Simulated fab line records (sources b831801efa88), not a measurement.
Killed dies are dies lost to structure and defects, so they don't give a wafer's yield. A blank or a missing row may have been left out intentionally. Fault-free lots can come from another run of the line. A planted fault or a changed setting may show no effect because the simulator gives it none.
Chamber matching || flow gf180mcu || GF_V5_ETCH_16 on rieDiel-04 has 4 sister chambers
The step etches BARC in N2/H2. 8 wafers are shown with their chamber, then 7 later ones without.

## WAFERS WITH THEIR CHAMBER
{"wafer": "L085.3", "chamber": 0, "drypumpMotorCurrentA (A)": 5.8, "oesProductAu (a.u.)": 0.848}
{"wafer": "L085.5", "chamber": 0, "drypumpMotorCurrentA (A)": 5.8, "oesProductAu (a.u.)": 0.856}
{"wafer": "L085.6", "chamber": 3, "drypumpMotorCurrentA (A)": 5.5, "oesProductAu (a.u.)": 0.865}
{"wafer": "L087.3", "chamber": 2, "drypumpMotorCurrentA (A)": 6.2, "oesProductAu (a.u.)": 0.851}
{"wafer": "L087.4", "chamber": 1, "drypumpMotorCurrentA (A)": 5.7, "oesProductAu (a.u.)": 0.848}
{"wafer": "L087.5", "chamber": 2, "drypumpMotorCurrentA (A)": 6.2, "oesProductAu (a.u.)": 0.848}
{"wafer": "L090.1", "chamber": 1, "drypumpMotorCurrentA (A)": 5.7, "oesProductAu (a.u.)": 0.864}
{"wafer": "L090.4", "chamber": 3, "drypumpMotorCurrentA (A)": 5.4, "oesProductAu (a.u.)": 0.853}

## WAFERS WITH NO CHAMBER GIVEN
{"wafer": "L090.5", "drypumpMotorCurrentA (A)": 5.7, "oesProductAu (a.u.)": 0.862}
{"wafer": "L092.1", "drypumpMotorCurrentA (A)": 5.4, "oesProductAu (a.u.)": 0.859}
{"wafer": "L092.3", "drypumpMotorCurrentA (A)": 5.7, "oesProductAu (a.u.)": 0.862}
{"wafer": "L092.4", "drypumpMotorCurrentA (A)": 6.2, "oesProductAu (a.u.)": 0.846}
{"wafer": "L093.1", "drypumpMotorCurrentA (A)": 5.8, "oesProductAu (a.u.)": 0.848}
{"wafer": "L093.2", "drypumpMotorCurrentA (A)": 5.4, "oesProductAu (a.u.)": 0.848}
{"wafer": "L093.6", "drypumpMotorCurrentA (A)": 5.7, "oesProductAu (a.u.)": 0.848}

## WHICH CHAMBER EACH ONE RAN IN
{"wafer": "L090.5", "from the rows above": 1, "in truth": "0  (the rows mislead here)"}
{"wafer": "L092.1", "from the rows above": 3, "in truth": 3}
{"wafer": "L092.3", "from the rows above": 1, "in truth": 1}
{"wafer": "L092.4", "from the rows above": 2, "in truth": 2}
{"wafer": "L093.1", "from the rows above": 0, "in truth": 0}
{"wafer": "L093.2", "from the rows above": 3, "in truth": 3}
{"wafer": "L093.6", "from the rows above": "can't be placed: 1 or 0", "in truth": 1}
Placed correctly: 5 of 7. Cannot be placed on the basis of these rows: 1; the candidates contain the true chamber in 1. Number placed wrongly: 1.
How it was worked out, from the rows above alone: a wafer's distance from a chamber is the root of the sum, over the readings, of the square of ((its reading less the chamber's mean) divided by the reading's scatter). If the next closest chamber is less than 2 further off than the closest, the wafer can't be placed; otherwise it belongs to the closest. A chamber's mean is the mean of its shown wafers. The scatter: the root of (the sum of the squares of (reading less its chamber's mean) over the shown wafers, divided by (wafers less chambers)).
